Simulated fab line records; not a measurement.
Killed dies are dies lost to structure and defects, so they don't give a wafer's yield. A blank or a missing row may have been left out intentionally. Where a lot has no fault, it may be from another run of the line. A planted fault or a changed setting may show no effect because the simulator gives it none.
Which tool did it?	flow gf180mcu	14 lots, 39 wafers sampled, at 3 steps of a route of 602

WHAT EACH GAUGE READ, for each wafer
GF_V3_OVL_MEAS_15. Usual: V3_OVL -4 nm, standard deviation 5.6.
lot	measured	on	V3_OVL (nm)	flag
L879	day 22 09:34	overlay-02	5 4	
L880	day 22 18:56	overlay-02	-5 4 -4	
L881	day 23 05:38	overlay-02	-4 4 -5	
L882	day 23 12:35	overlay-01	1 4 0	
L883	day 23 20:29	overlay-02	-7 -10 -13	
L884	day 24 04:56	overlay-01	6 0 12	
L885	day 24 16:35	overlay-01	-11 -11 -13	
L889	day 26 01:29	overlay-02	-1 -3 -4	
L890	day 26 12:17	overlay-02	-1 -3 -3	
L898	day 28 15:13	overlay-01	-14 -18 -9	
L899	day 28 22:55	overlay-01	-3 -2	
L900	day 29 00:56	overlay-02	-2 -7 -1	
L901	day 29 10:02	overlay-02	-7 1	
L902	day 29 15:56	overlay-02	1 -3 -4	

GF_M4_CD_MEAS_14: the cd target is 280 nm. Usual: 280.2 nm for cd-nm, sd 1.2.
lot	measured	on	cd-nm (nm)	flag
L879	day 23 11:10	cd-sem-02	279.6 279.4	
L880	day 23 19:31	cd-sem-02	280.4 280.9 281.2	
L881	day 24 05:39	cd-sem-02	280.0 280.9 279.8	
L882	day 24 12:14	cd-sem-02	278.8 279.4 279.8	
L883	day 24 19:49	cd-sem-02	280.1 278.6 279.9	
L884	day 25 04:51	cd-sem-02	279.8 279.1 279.7	
L885	day 25 16:04	cd-sem-01	279.2 281.5 281.1	
L889	day 26 23:55	cd-sem-01	280.1 280.9 280.0	
L890	day 27 10:42	cd-sem-02	280.2 281.4 280.8	
L898	day 29 11:52	cd-sem-01	279.6 279.2 279.9	
L899	day 29 19:25	cd-sem-02	280.2 281.1	
L900	day 29 21:09	cd-sem-01	281.8 282.2 282.9	
L901	day 30 06:13	cd-sem-02	279.8 281.6	
L902	day 30 12:14	cd-sem-02	279.6 280.1 279.8	

WHICH TOOL RAN EACH LOT (tool, then ch and the chambers of the sampled wafers, then the start)
lot	GF_V3_CLEAN_20
L879	wet-bench-04 ch 1, day 22 10:11
L880	wet-bench-04 ch 3, day 22 19:34
L881	wet-bench-03 ch 0, day 23 06:14
L882	wet-bench-02 ch 0, day 23 13:11
L883	wet-bench-03 ch 3, day 23 21:05
L884	wet-bench-02 ch 3, day 24 05:33
L885	wet-bench-02 ch 3, day 24 17:13
L889	wet-bench-02 ch 1, day 26 02:07
L890	wet-bench-03 ch 2, day 26 12:57
L898	wet-bench-04 ch 3, day 28 15:50
L899	wet-bench-04 ch 0, day 28 23:32
L900	wet-bench-02 ch 0, day 29 01:32
L901	wet-bench-03 ch 0, day 29 10:38
L902	wet-bench-03 ch 2, day 29 16:34
- GF_V3_CLEAN_20: cleans in DIW.

AS READ BY THE TOOLS THEMSELVES (means over the sampled wafers that have a number; for cases with no such wafer, the mark the record gives instead)
The record holds no such reading with a usual standard deviation.

THE ANSWER, worked out from the rows above alone
Rule: a lot is off if the mean of its wafers that have a number lies more than 3 standard deviations from the usual mean. Also off: a lot with no number at a reading for which 4 or more lots have one. Any other lot the step has rows for is counted as sound. After the gauges, taken in route order, come the tools' own readings; for these a lot's mean is taken, as printed above. The first step at which some lot is off is used, and at that step the reading that is off furthest; a lot without a number counts as furthest.
Across all readings shown, no lot is off: no conclusion can be drawn from this.

WHAT HAD BEEN PUT IN BY THE SIMULATOR
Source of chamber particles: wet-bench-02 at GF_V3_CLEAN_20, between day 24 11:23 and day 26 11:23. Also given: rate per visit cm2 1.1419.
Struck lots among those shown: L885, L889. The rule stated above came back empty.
